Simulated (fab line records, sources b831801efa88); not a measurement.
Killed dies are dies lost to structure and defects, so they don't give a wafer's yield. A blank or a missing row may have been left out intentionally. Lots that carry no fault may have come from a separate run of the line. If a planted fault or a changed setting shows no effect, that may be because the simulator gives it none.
fab line records	flow sky130
record lots=24	wafers=72	lastDay=50
route steps=708 shown VIA2@531 CAPM@538 METAL3@569 METAL4@599 METAL5@667
lots with no fault: from the same line, run without faults
startH: the number of hours between the record's first day and the start of the first shown wafer of the lot	waitH: hours since the lot's step before	" unchanged from the row above	L1.1+2: one row covering several wafers at once	- no value present, or no start provided	* or withheld: withheld	< > ~ a bound
route shown NAME@n: NAME is a module with steps in the file, n the number in the route of the first one	usual: the fault-free wafers' mean and standard deviation	same: alike in all rows	chamber/n: place in a boat	sites: readings site by site	_std_site: standard deviation of those values	_edge_site: mean of outer sites minus mean of inner sites	radiusMm: how far each site lies from the wafer's centre	mask NAME#n: copy n	behind: tool/chamber where the wafer was last shaped	hold: cause of the lot's hold/its duration in hours/its outcome	device: the n, p or np transistor that did not switch	end of line: the same wafers' tests at the end of the route	a step with no rows: only its recipe	killed: not the wafer's yield, but the dies lost to structure and defects at the first sort	map: per-die view of a wafer (x killed, . not killed, _ where there is no die)
set.NAME: the run value of the setting; set.NAME@STEP: its run value at that earlier step	model.NAME: the simulator's own value behind a step, which no gauge read
the route's steps for a sample of lots (tables are steps, rows are wafers)
services: a tool's chamber out of use, with start hour (startH, from the record's first day; less than 0 if before it), hours out, and reason
## steps
# step SKY_VIA2_CMP_24
# recipe stopOn=SiO2	tOverpolishS=20	downForcePsi=3.5	platenRpm=60	targetThkNm=0	padVelocityMS=0.94248
# usual motorCurrentA=11.0/0.65	overpolishRunS=19.999/0.009	timeToEndpointS=102/3.5
lot.wafer	tool	chamber	startH	waitH	motorCurrentA	overpolishRunS	timeToEndpointS
L074.1	cmp-02	1	854.91	0.3	10.9	20.002	98
L074.3	"	0	"	"	10.9	19.981	100
L074.6	"	1	"	"	10.6	19.997	100
L075.1	cmp-02	2	859.77	0.1	11.4	20.000	99
L075.4	"	3	"	"	10.3	19.994	96
L075.5	"	2	"	"	10.8	19.997	102
L076.4	cmp-01	0	868.18	0.0	11.9	20.010	110
L076.1	"	1	"	"	10.0	19.986	101
L076.2	"	3	"	"	10.5	20.009	97
L078.1	cmp-02	0	877.14	0.1	10.6	20.004	109
L078.3	"	1	"	"	11.1	19.999	104
L078.6	"	3	"	"	10.6	19.999	97
L077.1	cmp-02	0	881.98	0.1	10.6	19.994	106
L077.4	"	1	"	"	10.5	20.007	103
L077.6	"	3	"	"	10.5	20.015	97
L079.1	cmp-01	1	897.65	0.1	10.1	19.997	106
L079.4	"	0	"	"	11.2	19.990	107
L079.6	"	1	"	"	10.1	20.010	104
L080.2	cmp-01	0	898.38	0.1	11.5	20.002	106
L080.1	"	1	"	"	9.9	19.985	102
L080.6	"	3	"	"	11.1	20.002	105
L081.1	cmp-01	0	910.06	0.1	11.7	20.003	105
L081.4	"	2	"	"	11.3	20.009	100
L081.5	"	0	"	"	11.1	19.995	109
L082.3	cmp-01	2	910.73	0.1	11.2	19.992	103
L082.5	"	0	"	"	11.1	20.005	105
L082.6	"	1	"	"	10.1	19.991	103
L083.2	cmp-01	0	917.03	0.1	11.2	19.994	108
L083.1	"	1	"	"	10.2	20.006	105
L083.5	"	2	"	"	11.6	20.001	103
L084.2	cmp-01	1	934.51	0.1	10.2	20.002	97
L084.4	"	2	"	"	11.4	19.988	99
L084.6	"	3	"	"	10.9	19.998	99
L085.3	cmp-01	0	936.00	0.1	11.7	19.976	105
L085.2	"	2	"	"	11.6	19.995	100
L085.5	"	0	"	"	12.3	19.984	105
L086.3	cmp-02	0	944.48	0.0	10.5	20.005	102
L086.1	"	2	"	"	11.7	20.004	98
L086.4	"	3	"	"	10.6	20.003	94
L087.3	cmp-01	1	948.40	0.2	9.9	19.989	100
L087.1	"	2	"	"	11.9	19.997	101
L087.2	"	3	"	"	10.6	19.992	99
L088.3	cmp-01	3	959.28	0.0	11.2	20.000	97
L088.1	"	2	"	"	11.9	19.990	98
L088.6	"	0	"	"	11.2	19.988	107
L089.4	cmp-02	1	968.07	0.1	10.8	19.996	98
L089.3	"	3	"	"	10.8	19.998	97
L089.5	"	1	"	"	11.4	19.999	103
L091.2	cmp-01	2	977.43	0.0	11.3	20.004	104
L091.4	"	3	"	"	10.5	20.011	98
L091.6	"	2	"	"	11.5	19.997	104
L090.3	cmp-02	3	977.64	0.0	10.6	19.998	92
L090.2	"	1	"	"	10.5	20.003	99
L090.5	"	0	"	"	9.8	19.988	105
L092.1	cmp-01	0	989.39	0.1	11.9	19.985	103
L092.4	"	2	"	"	11.8	19.987	100
L092.5	"	0	"	"	11.9	19.988	104
L093.2	cmp-01	1	997.75	0.0	10.1	19.991	101
L093.3	"	0	"	"	11.2	20.010	106
L093.5	"	2	"	"	11.2	19.989	102
L094.1	cmp-01	2	1006.40	0.1	11.7	19.991	102
L094.4	"	3	"	"	10.7	19.993	103
L094.5	"	0	"	"	11.6	20.001	100
L097.4	cmp-02	1	1018.71	2.5	10.9	20.004	102
L097.1	"	3	"	"	11.1	20.015	97
L097.5	"	1	"	"	10.9	19.987	105
L095.2	cmp-02	3	1019.31	2.9	10.8	20.003	100
L095.4	"	0	"	"	10.5	19.990	109
L095.5	"	2	"	"	11.7	19.989	103
L096.1	cmp-01	1	1021.62	1.5	9.9	20.012	104
L096.2	"	2	"	"	11.2	20.021	101
L096.3	"	3	"	"	11.0	19.992	101
# step SKY_CAPM_THK_MEAS_01
# recipe reads=SiO2_of_CAPM_CVD_00
# usual CAPM_CVD_00_THK=15.43/0.24
lot.wafer	tool	chamber	startH	waitH	CAPM_CVD_00_THK[nm]
L074.1	filmMetro-01	-	855.39	-	15.14
L074.3	"	-	"	"	15.02
L074.6	"	-	"	"	15.46
L075.1	filmMetro-03	-	860.25	-	15.12
L075.4	"	-	"	"	15.33
L075.5	"	-	"	"	15.39
L076.1	filmMetro-01	-	868.67	-	15.51
L076.2	"	-	"	"	15.48
L076.4	"	-	"	"	15.45
L078.1	filmMetro-01	-	877.54	-	15.45
L078.3	"	-	"	"	15.81
L078.6	"	-	"	"	15.63
L077.1	filmMetro-03	-	882.36	-	15.39
L077.4	"	-	"	"	15.74
L077.6	"	-	"	"	15.49
L079.1	filmMetro-03	-	898.12	-	15.46
L079.4	"	-	"	"	15.67
L079.6	"	-	"	"	15.54
L080.1	filmMetro-04	-	898.76	-	14.96
L080.2	"	-	"	"	15.02
L080.6	"	-	"	"	15.27
L081.1	filmMetro-03	-	910.54	-	15.27
L081.4	"	-	"	"	15.50
L081.5	"	-	"	"	15.75
L082.3	filmMetro-03	-	911.13	-	15.46
L082.5	"	-	"	"	15.37
L082.6	"	-	"	"	15.56
L083.1	filmMetro-01	-	917.40	-	15.23
L083.2	"	-	"	"	15.23
L083.5	"	-	"	"	15.61
L084.2	filmMetro-01	-	934.89	-	15.25
L084.4	"	-	"	"	15.32
L084.6	"	-	"	"	15.45
L085.2	filmMetro-04	-	936.44	-	15.63
L085.3	"	-	"	"	15.44
L085.5	"	-	"	"	15.86
L086.1	filmMetro-04	-	944.97	-	15.24
L086.3	"	-	"	"	15.53
L086.4	"	-	"	"	15.47
L087.1	filmMetro-03	-	948.88	-	15.47
L087.2	"	-	"	"	14.94
L087.3	"	-	"	"	15.01
L088.1	filmMetro-01	-	959.77	-	15.13
L088.3	"	-	"	"	15.54
L088.6	"	-	"	"	15.62
L089.3	filmMetro-03	-	968.52	-	15.21
L089.4	"	-	"	"	15.73
L089.5	"	-	"	"	15.74
L091.2	filmMetro-03	-	977.92	-	14.91
L091.4	"	-	"	"	15.20
L091.6	"	-	"	"	15.17
L090.2	filmMetro-03	-	978.13	-	15.43
L090.3	"	-	"	"	15.61
L090.5	"	-	"	"	15.57
L092.1	filmMetro-04	-	989.87	-	15.36
L092.4	"	-	"	"	15.34
L092.5	"	-	"	"	15.58
L093.2	filmMetro-01	-	998.24	-	14.82
L093.3	"	-	"	"	15.35
L093.5	"	-	"	"	15.78
L094.1	filmMetro-03	-	1006.79	-	15.42
L094.4	"	-	"	"	15.51
L094.5	"	-	"	"	15.26
L097.1	filmMetro-01	-	1019.15	-	15.47
L097.4	"	-	"	"	15.71
L097.5	"	-	"	"	15.60
L095.2	filmMetro-03	-	1019.76	-	15.31
L095.4	"	-	"	"	15.38
L095.5	"	-	"	"	15.54
L096.1	filmMetro-04	-	1022.09	-	15.16
L096.2	"	-	"	"	14.80
L096.3	"	-	"	"	15.14
# step SKY_METAL3_STRIP_19
# recipe chemistry=O2/N2	powerW=1400	pressureMtorr=1500	platenTempC=withheld	o2FlowSccm=3000	n2FlowSccm=300	overashFraction=0.5
# usual drypumpMotorCurrentA=5.6/0.44	oesProductAu=0.503/0.0054	stripTimeToEndpointS=6.54/0.081
# same overashFraction=0.5
lot.wafer	tool	chamber	startH	waitH	drypumpMotorCurrentA	oesProductAu	rfHoursCounterH	stripTimeToEndpointS
L074.1	plasmaAsher-02	1	908.94	0.1	6.2	0.500	109	6.54
L074.3	"	0	"	"	4.9	0.503	-	6.50
L074.6	"	1	"	"	6.2	0.497	-	6.52
L075.1	plasmaAsher-03	1	913.40	0.1	5.3	0.499	17	6.44
L075.4	"	0	"	"	5.3	0.498	-	6.47
L075.5	"	1	"	"	5.3	0.509	-	6.44
L076.1	plasmaAsher-03	0	921.56	0.3	5.3	0.506	18	6.67
L076.2	"	1	"	"	5.3	0.507	18	6.65
L076.4	"	1	"	"	5.3	0.501	-	6.69
L078.1	plasmaAsher-03	0	930.38	0.1	5.3	0.504	18	6.62
L078.3	"	0	"	"	5.3	0.503	-	6.61
L078.6	"	0	"	"	5.3	0.500	-	6.52
L077.1	plasmaAsher-01	1	934.75	0.3	5.7	0.503	50	6.62
L077.4	"	0	"	"	6.1	0.510	-	6.59
L077.6	"	0	"	"	6.1	0.502	-	6.66
L079.1	plasmaAsher-02	0	948.78	0.1	4.9	0.498	114	6.52
L079.4	"	0	"	"	4.9	0.513	-	6.67
L079.6	"	1	"	"	6.2	0.513	-	6.61
L080.1	plasmaAsher-01	0	949.79	0.1	6.1	0.510	52	6.58
L080.2	"	1	"	"	5.7	0.499	52	6.58
L080.6	"	0	"	"	6.1	0.508	-	6.62
L081.1	plasmaAsher-03	1	960.83	0.1	5.2	0.501	21	6.63
L081.4	"	0	"	"	5.3	0.507	-	6.58
L081.5	"	1	"	"	5.2	0.511	-	6.59
L082.3	plasmaAsher-01	0	961.22	0.1	6.1	0.492	-	6.42
L082.5	"	0	"	"	6.1	0.496	-	6.42
L082.6	"	1	"	"	5.7	0.509	-	6.46
L083.1	plasmaAsher-02	0	968.39	0.1	4.9	0.495	115	6.63
L083.2	"	1	"	"	6.1	0.508	115	6.61
L083.5	"	1	"	"	6.1	0.517	-	6.64
L084.2	plasmaAsher-02	1	983.44	0.1	6.2	0.495	117	6.39
L084.4	"	0	"	"	4.9	0.494	-	6.42
L084.6	"	0	"	"	4.9	0.493	-	6.43
L085.2	plasmaAsher-03	1	985.57	0.1	5.3	0.503	24	6.42
L085.3	"	1	"	"	5.3	0.504	-	6.49
L085.5	"	0	"	"	5.3	0.499	-	6.47
L086.1	plasmaAsher-03	1	994.03	0.1	5.3	0.512	25	6.58
L086.3	"	0	"	"	5.3	0.497	-	6.54
L086.4	"	1	"	"	5.3	0.512	-	6.61
L087.1	plasmaAsher-01	1	997.24	0.2	5.7	0.495	56	6.44
L087.2	"	0	"	"	6.1	0.501	56	6.52
L087.3	"	1	"	"	5.7	0.499	-	6.49
L088.1	plasmaAsher-01	0	1008.18	0.1	6.1	0.505	57	6.53
L088.3	"	1	"	"	5.7	0.496	-	6.42
L088.6	"	1	"	"	5.7	0.498	-	6.47
L089.3	plasmaAsher-02	1	1016.77	0.1	6.1	0.509	-	6.68
L089.4	"	0	"	"	5.0	0.504	-	6.70
L089.5	"	1	"	"	6.1	0.504	-	6.66
L091.2	plasmaAsher-01	0	1026.49	0.1	6.1	0.498	59	6.40
L091.4	"	1	"	"	5.7	0.494	-	6.46
L091.6	"	0	"	"	6.1	0.500	-	6.45
L090.2	plasmaAsher-02	1	1026.78	0.1	6.2	0.505	122	6.53
L090.3	"	0	"	"	5.0	0.510	-	6.53
L090.5	"	1	"	"	6.2	0.504	-	6.59
L092.1	plasmaAsher-01	0	1037.53	0.1	6.1	0.506	60	6.50
L092.4	"	0	"	"	6.1	0.500	-	6.48
L092.5	"	1	"	"	5.7	0.502	-	6.61
L093.2	plasmaAsher-03	0	1045.03	0.1	5.3	0.509	30	6.60
L093.3	"	0	"	"	5.2	0.495	-	6.51
L093.5	"	1	"	"	5.2	0.502	-	6.52
L094.1	plasmaAsher-02	1	1051.49	0.1	6.2	0.501	123	6.49
L094.4	"	0	"	"	4.9	0.504	-	6.61
L094.5	"	0	"	"	4.9	0.498	-	6.53
L097.1	plasmaAsher-03	1	1062.84	0.1	5.3	0.512	32	6.53
L097.4	"	0	"	"	5.3	0.505	-	6.56
L097.5	"	1	"	"	5.2	0.504	-	6.51
L095.2	plasmaAsher-03	1	1063.99	0.1	5.2	0.499	32	6.48
L095.4	"	0	"	"	5.3	0.502	-	6.45
L095.5	"	0	"	"	5.3	0.513	-	6.48
L096.1	plasmaAsher-01	0	1068.02	0.1	6.1	0.504	64	6.60
L096.2	"	1	"	"	5.7	0.509	64	6.59
L096.3	"	1	"	"	5.7	0.501	-	6.62
# step SKY_METAL4_SPUTTER_01
# recipe material=TiN	targetThkNm=20	powerW=6500	timeS=16.7	chamberPressurePa=0.4
# usual throttleValvePct=29.8/1.3
# same timeS=16.7
lot.wafer	tool	chamber	startH	waitH	throttleValvePct
L074.1	pvdSputter-02	-	936.02	0.0	29.4
L074.3	"	-	"	"	31.1
L074.6	"	-	"	"	30.7
L075.1	pvdSputter-01	-	942.01	0.0	30.1
L075.4	"	-	"	"	32.5
L075.5	"	-	"	"	28.6
L076.1	pvdSputter-01	-	948.42	0.0	30.2
L076.2	"	-	"	"	28.6
L076.4	"	-	"	"	32.5
L078.1	pvdSputter-02	-	957.69	0.0	30.7
L078.3	"	-	"	"	29.7
L078.6	"	-	"	"	31.0
L077.1	pvdSputter-04	-	961.60	0.0	29.3
L077.4	"	-	"	"	29.7
L077.6	"	-	"	"	27.7
L079.1	pvdSputter-02	-	975.95	0.0	27.7
L079.4	"	-	"	"	29.7
L079.6	"	-	"	"	31.0
L080.1	pvdSputter-02	-	976.85	0.0	29.5
L080.2	"	-	"	"	30.8
L080.6	"	-	"	"	29.5
L081.1	pvdSputter-02	-	987.54	0.0	29.7
L081.4	"	-	"	"	30.9
L081.5	"	-	"	"	29.6
L082.3	pvdSputter-02	-	988.38	0.0	27.8
L082.5	"	-	"	"	29.9
L082.6	"	-	"	"	31.0
L083.1	pvdSputter-02	-	994.60	0.0	27.6
L083.2	"	-	"	"	29.8
L083.5	"	-	"	"	29.7
L084.2	pvdSputter-01	-	1009.27	0.0	28.5
L084.4	"	-	"	"	30.2
L084.6	"	-	"	"	32.2
L085.2	pvdSputter-01	-	1011.98	0.0	32.4
L085.3	"	-	"	"	29.9
L085.5	"	-	"	"	30.0
L086.1	pvdSputter-04	-	1021.64	0.0	30.4
L086.3	"	-	"	"	27.5
L086.4	"	-	"	"	29.3
L087.1	pvdSputter-02	-	1023.11	0.0	29.3
L087.2	"	-	"	"	29.9
L087.3	"	-	"	"	30.8
L088.1	pvdSputter-02	-	1032.74	0.0	31.1
L088.3	"	-	"	"	30.0
L088.6	"	-	"	"	30.9
L089.3	pvdSputter-01	-	1044.26	0.0	30.4
L089.4	"	-	"	"	32.5
L089.5	"	-	"	"	29.7
L091.2	pvdSputter-02	-	1051.25	0.0	27.9
L091.4	"	-	"	"	29.8
L091.6	"	-	"	"	27.5
L090.2	pvdSputter-01	-	1051.76	0.0	32.3
L090.3	"	-	"	"	30.1
L090.5	"	-	"	"	30.1
L092.1	pvdSputter-01	-	1062.97	0.0	29.9
L092.4	"	-	"	"	28.2
L092.5	"	-	"	"	29.9
L093.2	pvdSputter-02	-	1069.82	0.0	27.9
L093.3	"	-	"	"	30.9
L093.5	"	-	"	"	27.6
L094.1	pvdSputter-04	-	1076.37	0.0	31.1
L094.4	"	-	"	"	29.2
L094.5	"	-	"	"	30.4
L097.1	pvdSputter-01	-	1087.41	0.0	30.3
L097.4	"	-	"	"	32.5
L097.5	"	-	"	"	29.9
L095.2	pvdSputter-01	-	1088.28	0.0	28.3
L095.4	"	-	"	"	32.2
L095.5	"	-	"	"	28.3
L096.1	pvdSputter-04	-	1091.86	0.0	29.5
L096.2	"	-	"	"	30.1
L096.3	"	-	"	"	30.8
# step SKY_METAL4_SPUTTER_03
# recipe material=Ti	targetThkNm=5	powerW=3000	timeS=3.3	chamberPressurePa=0.4
# usual throttleValvePct=29.8/1.3
# same timeS=3.3
lot.wafer	tool	chamber	startH	waitH	throttleValvePct
L074.1	pvdSputter-02	-	936.08	0.0	30.0
L074.3	"	-	"	"	30.8
L074.6	"	-	"	"	31.0
L075.1	pvdSputter-01	-	942.08	0.0	30.0
L075.4	"	-	"	"	32.3
L075.5	"	-	"	"	28.4
L076.1	pvdSputter-01	-	948.49	0.0	30.2
L076.2	"	-	"	"	28.0
L076.4	"	-	"	"	32.5
L078.1	pvdSputter-02	-	957.76	0.0	31.0
L078.3	"	-	"	"	29.6
L078.6	"	-	"	"	31.1
L077.1	pvdSputter-04	-	961.66	0.0	29.6
L077.4	"	-	"	"	29.1
L077.6	"	-	"	"	27.8
L079.1	pvdSputter-02	-	976.01	0.0	27.8
L079.4	"	-	"	"	29.7
L079.6	"	-	"	"	30.8
L080.1	pvdSputter-02	-	976.91	0.0	29.8
L080.2	"	-	"	"	31.0
L080.6	"	-	"	"	29.6
L081.1	pvdSputter-02	-	987.61	0.0	29.8
L081.4	"	-	"	"	31.1
L081.5	"	-	"	"	29.5
L082.3	pvdSputter-02	-	988.44	0.0	27.5
L082.5	"	-	"	"	29.8
L082.6	"	-	"	"	30.9
L083.1	pvdSputter-02	-	994.67	0.0	27.6
L083.2	"	-	"	"	29.7
L083.5	"	-	"	"	29.9
L084.2	pvdSputter-01	-	1009.33	0.0	28.4
L084.4	"	-	"	"	29.9
L084.6	"	-	"	"	32.3
L085.2	pvdSputter-01	-	1012.04	0.0	32.4
L085.3	"	-	"	"	29.9
L085.5	"	-	"	"	29.8
L086.1	pvdSputter-04	-	1021.70	0.0	30.1
L086.3	"	-	"	"	27.8
L086.4	"	-	"	"	29.2
L087.1	pvdSputter-02	-	1023.18	0.0	29.7
L087.2	"	-	"	"	29.7
L087.3	"	-	"	"	30.9
L088.1	pvdSputter-02	-	1032.80	0.0	30.9
L088.3	"	-	"	"	29.7
L088.6	"	-	"	"	31.1
L089.3	pvdSputter-01	-	1044.33	0.0	30.2
L089.4	"	-	"	"	32.6
L089.5	"	-	"	"	29.9
L091.2	pvdSputter-02	-	1051.31	0.0	27.6
L091.4	"	-	"	"	29.7
L091.6	"	-	"	"	27.1
L090.2	pvdSputter-01	-	1051.82	0.0	32.5
L090.3	"	-	"	"	29.9
L090.5	"	-	"	"	30.1
L092.1	pvdSputter-01	-	1063.04	0.0	30.0
L092.4	"	-	"	"	28.3
L092.5	"	-	"	"	30.0
L093.2	pvdSputter-02	-	1069.88	0.0	27.5
L093.3	"	-	"	"	30.8
L093.5	"	-	"	"	27.6
L094.1	pvdSputter-04	-	1076.43	0.0	31.0
L094.4	"	-	"	"	29.6
L094.5	"	-	"	"	31.1
L097.1	pvdSputter-01	-	1087.48	0.0	30.1
L097.4	"	-	"	"	32.3
L097.5	"	-	"	"	30.1
L095.2	pvdSputter-01	-	1088.34	0.0	28.4
L095.4	"	-	"	"	32.5
L095.5	"	-	"	"	28.2
L096.1	pvdSputter-04	-	1091.93	0.0	29.2
L096.2	"	-	"	"	29.9
L096.3	"	-	"	"	30.6
# step SKY_METAL5_THK_MEAS_06
# recipe thkMeasGauge=xrf	reads=AlCu_of_METAL5_SPUTTER_02
# usual METAL5_ALCU_THK=1155/15
lot.wafer	tool	chamber	startH	waitH	METAL5_ALCU_THK[nm]
L074.1	filmMetro-04	-	1010.42	0.1	1167
L074.3	"	-	"	"	1163
L074.6	"	-	"	"	1180
L075.1	filmMetro-03	-	1020.45	0.1	1147
L075.4	"	-	"	"	1145
L075.5	"	-	"	"	1173
L076.1	filmMetro-04	-	1022.85	0.1	1164
L076.2	"	-	"	"	1136
L076.4	"	-	"	"	1193
L078.1	filmMetro-04	-	1029.39	0.1	1146
L078.3	"	-	"	"	1157
L078.6	"	-	"	"	1153
L077.1	filmMetro-03	-	1035.44	0.1	1167
L077.4	"	-	"	"	1183
L077.6	"	-	"	"	1182
L079.1	filmMetro-04	-	1049.08	0.1	1177
L079.4	"	-	"	"	1174
L079.6	"	-	"	"	1171
L080.1	filmMetro-03	-	1050.22	0.1	1167
L080.2	"	-	"	"	1173
L080.6	"	-	"	"	1158
L081.1	filmMetro-01	-	1059.23	0.1	1123
L081.4	"	-	"	"	1147
L081.5	"	-	"	"	1153
L082.3	filmMetro-03	-	1061.54	0.1	1161
L082.5	"	-	"	"	1162
L082.6	"	-	"	"	1157
L083.1	filmMetro-04	-	1064.55	0.1	1141
L083.2	"	-	"	"	1135
L083.5	"	-	"	"	1158
L084.2	filmMetro-03	-	1078.09	0.1	1158
L084.4	"	-	"	"	1141
L084.6	"	-	"	"	1148
L085.2	filmMetro-01	-	1080.02	0.1	1161
L085.3	"	-	"	"	1148
L085.5	"	-	"	"	1180
L086.1	filmMetro-01	-	1091.12	0.1	1170
L086.3	"	-	"	"	1134
L086.4	"	-	"	"	1159
L087.1	filmMetro-04	-	1094.11	0.1	1146
L087.2	"	-	"	"	1161
L087.3	"	-	"	"	1140
L088.1	filmMetro-01	-	1099.81	0.1	1156
L088.3	"	-	"	"	1140
L088.6	"	-	"	"	1154
L089.3	filmMetro-03	-	1110.26	0.1	1150
L089.4	"	-	"	"	1144
L089.5	"	-	"	"	1134
L091.2	filmMetro-03	-	1118.08	0.1	1141
L091.4	"	-	"	"	1137
L091.6	"	-	"	"	1139
L090.2	filmMetro-04	-	1119.14	0.1	1139
L090.3	"	-	"	"	1149
L090.5	"	-	"	"	1156
L092.1	filmMetro-03	-	1129.13	0.1	1150
L092.4	"	-	"	"	1154
L092.5	"	-	"	"	1145
L093.2	filmMetro-04	-	1134.81	0.1	1156
L093.3	"	-	"	"	1179
L093.5	"	-	"	"	1146
L094.1	filmMetro-04	-	1141.29	0.1	1172
L094.4	"	-	"	"	1179
L094.5	"	-	"	"	1158
L095.2	filmMetro-01	-	1150.25	0.1	1175
L095.4	"	-	"	"	1179
L095.5	"	-	"	"	1179
L097.1	filmMetro-04	-	1151.20	0.1	1176
L097.4	"	-	"	"	1146
L097.5	"	-	"	"	1146
L096.1	filmMetro-04	-	1154.67	0.1	1166
L096.2	"	-	"	"	1160
L096.3	"	-	"	"	1152
## services
tool	chamber	startH	hours	kind
pvdSputter-04	-	850.35	2.1	repair
cmp-01	-	854.13	1.8	repair
pvdSputter-02	0	855.05	-	consumableReplace:kit
pvdSputter-02	0	855.05	18.0	scheduledDown
plasmaAsher-01	-	885.40	2.9	repair
cmp-02	-	894.78	14.8	repair
cmp-02	-	912.00	4.0	pm
cmp-01	-	920.50	2.2	repair
cmp-02	-	946.64	2.4	repair
pvdSputter-04	-	949.69	1.8	repair
cmp-01	-	961.57	3.9	pm
plasmaAsher-02	-	961.62	2.8	pm
plasmaAsher-01	-	963.62	2.8	pm
cmp-01	-	974.83	1.9	repair
plasmaAsher-01	-	994.74	0.7	repair
pvdSputter-02	-	1007.90	8.5	repair
cmp-01	-	1011.31	9.1	pm
cmp-02	-	1015.32	3.3	repair
plasmaAsher-03	-	1047.80	0.5	repair
plasmaAsher-02	-	1055.25	9.0	pm
cmp-02	-	1064.12	0.5	repair
cmp-01	-	1080.93	1.0	repair
cmp-01	-	1084.00	4.0	pm
plasmaAsher-03	-	1087.50	1.7	repair
## key
fault none
